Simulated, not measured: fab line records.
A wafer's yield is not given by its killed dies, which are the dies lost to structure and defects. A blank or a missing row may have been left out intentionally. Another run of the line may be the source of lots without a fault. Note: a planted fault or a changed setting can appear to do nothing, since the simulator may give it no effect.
fab line records	flow gf180mcu
record: lots: 11	wafers: 33	last-day: 34
route steps=602 shown MIM@506 V5@545 PASSIVATION@587
lots with no fault: from the same line, run without faults
start-h: hours from the record's opening day to when the first of the lot's shown wafers began	wait-h: how many hours have passed since the lot's step before this one	" repeats the value in the row above	L1.1+2: a single row standing in for several wafers	- either no value or no given start	* or withheld: withheld	< > ~ a bound
route shown NAME@n: names a module that has steps shown in the file, with the first one's number in the route	usual: the fault-free wafers' mean and standard deviation	same: alike in all rows	chamber/n: place in a boat	sites: each site's reading	_std_site: their standard deviation	_edge_site: outer sites' mean less inner sites'	radius-mm: how far each site lies from the wafer's centre	mask NAME#n: copy n	behind: the most recent tool/chamber to have shaped the wafer	hold: the reason the lot was held/the length of the hold in hours/how it ended	device: the n, p or np transistor that did not switch	end of line: tests run on the same wafers once the route is complete	where a step has no rows: the recipe by itself	killed: dies that structure and defects cost at the first sort, which is not the same as the wafer's yield	map: shows each die of a wafer: x if killed, . if not, _ if none is there
set.NAME: the setting as run; set.NAME@STEP: as run at that earlier step	model.NAME: the simulator's own value behind a step, which no gauge read
route steps across a sampled set of lots; one table per step, one row per wafer
services: a tool's chamber out of use, with start hour (start-h, from the record's first day; less than 0 if before it), hours out, and reason
== steps ==
step: GF_MIM_SPUTTER_03
recipe: material: Ti	target-thk-nm: 10	substrate-temp-c: 300	chamber-pressure-pa: 0.3	power-w: 3000	time-s: 6.7
usual: throttle-valve-pct: 30.1/0.77
lot.wafer	tool	chamber	start-h	wait-h	throttle-valve-pct
L917.3	pvd-sputter-03	-	573.53	0.0	30.6
L917.4	"	-	"	"	31.0
L917.5	"	-	"	"	28.5
L918.1	pvd-sputter-01	-	579.95	0.0	30.6
L918.3	"	-	"	"	30.4
L918.4	"	-	"	"	29.4
L919.1	pvd-sputter-01	-	588.69	0.0	30.8
L919.3	"	-	"	"	30.4
L919.6	"	-	"	"	30.8
L920.2	pvd-sputter-03	-	606.90	0.0	30.7
L920.3	"	-	"	"	29.6
L920.4	"	-	"	"	29.1
L921.3	pvd-sputter-01	-	612.43	0.0	29.3
L921.5	"	-	"	"	29.2
L921.6	"	-	"	"	31.1
L922.1	pvd-sputter-03	-	628.08	0.0	30.4
L922.2	"	-	"	"	30.5
L922.3	"	-	"	"	29.8
L923.3	pvd-sputter-02	-	630.77	0.0	31.0
L923.4	"	-	"	"	29.0
L923.6	"	-	"	"	29.5
L936.3	pvd-sputter-03	-	712.79	0.0	29.5
L936.4	"	-	"	"	28.9
L936.5	"	-	"	"	30.4
L937.2	pvd-sputter-01	-	719.18	0.0	29.1
L937.3	"	-	"	"	30.7
L937.4	"	-	"	"	30.5
L938.2	pvd-sputter-01	-	722.70	0.0	30.5
L938.3	"	-	"	"	29.4
L938.4	"	-	"	"	31.0
L939.1	pvd-sputter-01	-	729.47	0.0	30.6
L939.2	"	-	"	"	31.1
L939.6	"	-	"	"	30.4
step: GF_MIM_SPUTTER_08
recipe: material: AlCu	target-thk-nm: 200	power-w: 10600	time-s: 10.6	chamber-pressure-pa: 0.4
usual: throttle-valve-pct: 30.1/0.75
lot.wafer	tool	chamber	start-h	wait-h	throttle-valve-pct
L917.3	pvd-sputter-01	-	573.73	0.0	30.4
L917.4	"	-	"	"	30.5
L917.5	"	-	"	"	31.1
L918.1	pvd-sputter-02	-	580.17	0.0	28.8
L918.3	"	-	"	"	29.4
L918.4	"	-	"	"	29.5
L919.1	pvd-sputter-03	-	588.89	0.0	29.0
L919.3	"	-	"	"	30.8
L919.6	"	-	"	"	29.8
L920.2	pvd-sputter-01	-	607.10	0.0	30.5
L920.3	"	-	"	"	30.4
L920.4	"	-	"	"	31.1
L921.3	pvd-sputter-03	-	612.63	0.0	30.8
L921.5	"	-	"	"	30.7
L921.6	"	-	"	"	29.4
L922.1	pvd-sputter-01	-	628.27	0.0	30.5
L922.2	"	-	"	"	29.3
L922.3	"	-	"	"	31.1
L923.3	pvd-sputter-03	-	630.97	0.0	29.6
L923.4	"	-	"	"	30.6
L923.6	"	-	"	"	30.9
L936.3	pvd-sputter-02	-	713.01	0.0	29.6
L936.4	"	-	"	"	30.7
L936.5	"	-	"	"	31.0
L937.2	pvd-sputter-03	-	719.37	0.0	31.0
L937.3	"	-	"	"	29.5
L937.4	"	-	"	"	30.5
L938.2	pvd-sputter-03	-	722.90	0.0	28.9
L938.3	"	-	"	"	30.8
L938.4	"	-	"	"	30.4
L939.1	pvd-sputter-03	-	729.67	0.0	30.7
L939.2	"	-	"	"	29.1
L939.6	"	-	"	"	30.7
step: GF_V5_BOW_MEAS_05
recipe: mode: bow
usual: V5_BOW: 133/8.6
lot.wafer	tool	chamber	start-h	wait-h	V5_BOW[um]
L917.3	film-metro-01	-	617.59	0.3	132
L917.4	"	-	"	"	129
L917.5	"	-	"	"	139
L918.1	film-metro-01	-	622.91	0.1	140
L918.3	"	-	"	"	146
L918.4	"	-	"	"	145
L919.1	film-metro-01	-	631.41	0.2	123
L919.3	"	-	"	"	123
L919.6	"	-	"	"	128
L920.2	film-metro-04	-	649.11	0.1	129
L920.3	"	-	"	"	133
L920.4	"	-	"	"	127
L921.3	film-metro-01	-	655.76	0.2	137
L921.5	"	-	"	"	133
L921.6	"	-	"	"	137
L922.1	film-metro-01	-	669.12	0.1	129
L922.2	"	-	"	"	134
L922.3	"	-	"	"	137
L923.3	film-metro-01	-	672.10	0.3	137
L923.4	"	-	"	"	135
L923.6	"	-	"	"	143
L936.3	film-metro-01	-	749.98	0.2	139
L936.4	"	-	"	"	128
L936.5	"	-	"	"	131
L937.2	film-metro-02	-	754.87	0.1	136
L937.3	"	-	"	"	130
L937.4	"	-	"	"	128
L938.2	film-metro-04	-	760.08	0.3	144
L938.3	"	-	"	"	121
L938.4	"	-	"	"	144
L939.1	film-metro-04	-	764.04	0.1	122
L939.2	"	-	"	"	124
L939.6	"	-	"	"	125
step: GF_PASSIVATION_CVD_00
recipe: material: SiO2	target-thk-nm: 1000	precursor: TEOS	temp-c: 400	time-s: 111.95	rf-w: 600
usual: heater-power-outer-w: 346/62	heater-power-w: 591/75	run-length-s: 140.1/0.49
lot.wafer	tool	chamber	start-h	wait-h	heater-power-outer-w	heater-power-w	run-length-s
L917.3	pecvd-02	1	660.52	0.0	380	564	139.3
L917.4	"	2	"	"	410	662	139.7
L917.5	"	0	"	"	367	666	140.7
L918.1	pecvd-04	2	664.45	0.0	336	536	140.8
L918.3	"	1	"	"	339	648	140.1
L918.4	"	2	"	"	354	582	140.2
L919.1	pecvd-02	1	673.67	0.0	472	697	139.4
L919.3	"	0	"	"	376	676	140.4
L919.6	"	1	"	"	358	554	139.8
L920.2	pecvd-02	2	689.99	0.0	412	673	140.0
L920.3	"	1	"	"	407	616	139.2
L920.4	"	2	"	"	443	718	140.0
L921.3	pecvd-04	2	696.56	0.0	347	562	140.2
L921.5	"	0	"	"	427	701	139.1
L921.6	"	2	"	"	370	592	140.5
L922.1	pecvd-02	0	709.77	0.0	329	601	140.2
L922.2	"	1	"	"	471	677	139.3
L922.3	"	2	"	"	429	680	139.7
L923.3	pecvd-02	2	711.35	0.0	371	612	139.8
L923.4	"	2	"	"	414	674	139.8
L923.6	"	0	"	"	386	673	153.1
L936.3	pecvd-03	1	785.04	0.0	275	490	139.4
L936.4	"	2	"	"	307	581	140.3
L936.5	"	0	"	"	336	568	140.0
L937.2	pecvd-04	0	789.11	0.0	386	666	139.1
L937.3	"	2	"	"	357	568	140.6
L937.4	"	2	"	"	377	614	140.3
L938.2	pecvd-02	2	793.40	0.0	423	664	140.1
L938.3	"	1	"	"	468	709	139.7
L938.4	"	2	"	"	456	702	139.7
L939.1	pecvd-03	2	797.32	0.0	317	592	140.3
L939.2	"	0	"	"	314	521	139.6
L939.6	"	1	"	"	279	480	140.0
step: GF_PASSIVATION_THK_MEAS_01
recipe: reads: SiO2_of_PASSIVATION_CVD_00
usual: PASSIVATION_CVD_00_THK: 998/13
lot.wafer	tool	chamber	start-h	wait-h	PASSIVATION_CVD_00_THK[nm]
L917.3	film-metro-04	-	660.62	0.1	1005
L917.4	"	-	"	"	997
L917.5	"	-	"	"	1009
L918.1	film-metro-03	-	664.52	0.0	986
L918.3	"	-	"	"	996
L918.4	"	-	"	"	1008
L919.1	film-metro-04	-	673.75	0.0	980
L919.3	"	-	"	"	982
L919.6	"	-	"	"	1002
L920.2	film-metro-04	-	690.08	0.0	991
L920.3	"	-	"	"	987
L920.4	"	-	"	"	995
L921.3	film-metro-03	-	696.66	0.1	994
L921.5	"	-	"	"	1009
L921.6	"	-	"	"	1002
L922.1	film-metro-03	-	709.85	0.0	992
L922.2	"	-	"	"	1001
L922.3	"	-	"	"	981
L923.3	film-metro-04	-	711.48	0.1	988
L923.4	"	-	"	"	1015
L923.6	"	-	"	"	1116
L936.3	film-metro-03	-	785.14	0.1	992
L936.4	"	-	"	"	1012
L936.5	"	-	"	"	996
L937.2	film-metro-03	-	789.20	0.0	1014
L937.3	"	-	"	"	1024
L937.4	"	-	"	"	1026
L938.2	film-metro-03	-	793.49	0.0	980
L938.3	"	-	"	"	994
L938.4	"	-	"	"	984
L939.1	film-metro-03	-	797.40	0.0	1001
L939.2	"	-	"	"	994
L939.6	"	-	"	"	997
step: GF_PASSIVATION_ETCH_11
recipe: chemistry: CF4/O2	target-depth-nm: 1800	stop-on: TiN	source-w: 800	bias-w: 150	pressure-mtorr: 150	cf4-flow-sccm: 80	O2_flow_sccm: 10	time-s: 400
usual: chamber-pressure-mTorr: 149.99/0.14	drypump-motor-current-A: 5.8/0.45	oes-product-au: 0.963/0.0069	throttle-valve-pct: 5.960/0.0088
lot.wafer	tool	chamber	start-h	wait-h	chamber-pressure-mTorr	drypump-motor-current-A	oes-product-au	rf-hours-counter-h	throttle-valve-pct
L917.3	rie-diel-04	1	679.75	-	150.13	4.8	0.961	7	5.953
L917.4	"	0	"	"	149.96	5.8	0.966	7	5.966
L917.5	"	0	"	"	150.01	5.8	0.960	-	5.965
L918.1	rie-diel-04	1	683.81	-	149.93	4.8	0.962	8	5.962
L918.3	"	3	"	"	149.81	5.8	0.969	19	5.956
L918.4	"	2	"	"	150.22	5.5	0.961	5	5.954
L919.1	rie-diel-01	2	692.82	-	150.12	5.7	0.948	22	5.964
L919.3	"	1	"	"	150.01	5.2	0.954	10	5.968
L919.6	"	1	"	"	149.85	5.2	0.968	-	5.975
L920.2	rie-diel-01	1	708.27	-	150.01	5.2	0.960	11	5.953
L920.3	"	0	"	"	150.07	6.0	0.953	14	5.943
L920.4	"	3	"	"	149.97	5.9	0.958	10	5.954
L921.3	rie-diel-01	2	714.75	-	150.04	5.8	0.962	23	5.961
L921.5	"	3	"	"	150.07	5.9	0.961	-	5.957
L921.6	"	2	"	"	150.16	5.8	0.957	-	5.971
L922.1	rie-diel-04	1	728.00	-	149.80	4.7	0.957	9	5.961
L922.2	"	2	"	"	149.83	5.5	0.965	6	5.961
L922.3	"	0	"	"	150.21	5.8	0.951	8	5.952
L923.3	rie-diel-02	1	728.95	-	149.88	6.5	0.951	9	5.958
L923.4	"	2	"	"	150.33	6.3	0.967	37	5.938
L923.6	"	3	"	"	150.22	5.9	0.991	-	5.968
L936.3	rie-diel-02	1	800.12	-	150.07	6.6	0.957	13	5.947
L936.4	"	3	"	"	150.02	5.9	0.969	36	5.954
L936.5	"	3	"	"	149.97	5.9	0.956	-	5.942
L937.2	rie-diel-04	3	804.62	-	150.08	5.7	0.964	24	5.961
L937.3	"	1	"	"	150.08	4.7	0.977	13	5.958
L937.4	"	2	"	"	150.01	5.5	0.964	9	5.963
L938.2	rie-diel-02	0	808.70	-	149.92	5.6	0.962	11	5.958
L938.3	"	2	"	"	150.09	6.3	0.959	41	5.931
L938.4	"	3	"	"	150.02	5.9	0.957	36	5.955
L939.1	rie-diel-02	2	812.35	-	150.15	6.3	0.956	41	5.971
L939.2	"	0	"	"	149.85	5.6	0.970	11	5.965
L939.6	"	1	"	"	149.93	6.6	0.964	-	5.961
== services ==
tool	chamber	start-h	hours	kind
rie-diel-04	0	583.91	4.0	repair
rie-diel-01	1	589.00	1.5	repair
rie-diel-04	-	590.98	76.0	repair
pecvd-04	-	591.12	14.0	pm
pecvd-02	0	596.68	5.8	repair
pecvd-03	0	616.04	20.9	repair
pvd-sputter-02	-	617.38	1.4	repair
pecvd-03	-	648.66	2.8	pm
pecvd-04	-	673.50	2.9	repair
pecvd-02	-	684.17	0.7	repair
pecvd-02	-	697.57	2.9	repair
pecvd-03	-	698.77	14.6	pm
rie-diel-02	0	700.39	7.4	repair
pecvd-03	1	723.79	5.2	repair
pvd-sputter-02	-	731.14	4.5	repair
rie-diel-04	2	739.44	2.8	repair
pecvd-04	0	743.59	6.5	repair
pecvd-02	-	745.50	0.3	repair
rie-diel-02	0	756.66	5.0	repair
pvd-sputter-02	-	769.17	10.9	repair
pecvd-02	-	773.88	2.5	repair
rie-diel-02	-	781.20	2.8	pm
pvd-sputter-02	-	786.29	6.5	repair
pvd-sputter-01	-	806.25	3.2	repair
== key ==
first-sign: step: GF_PASSIVATION_CVD_00	reading: run-length-s	direction: up	sigmas: 26	usual: *	struck: *
effect: step: GF_PASSIVATION_THK_MEAS_01	reading: PASSIVATION_CVD_00_THK	direction: up	sigmas: 9.4	usual: 998	struck: 1116
effect: step: GF_PASSIVATION_ETCH_11	reading: oes-product-au	direction: up	sigmas: 4.2	usual: 0.963	struck: 0.991
met-at GF_PASSIVATION_CVD_00
struck-lots L923
struck-wafers L923.6
not-acting-at GF_MIM_SPUTTER_03,GF_MIM_SPUTTER_08,GF_V5_BOW_MEAS_05
onset-between 709.77 711.35
fault: kind: process-parameter-drift	tool: pecvd-02	chamber: 0	onset-h: 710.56	steps: GF_PASSIVATION_CVD_00	channel: time-s	offset: *	shape: step	end-h: 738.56	acts-in: *	stated: *
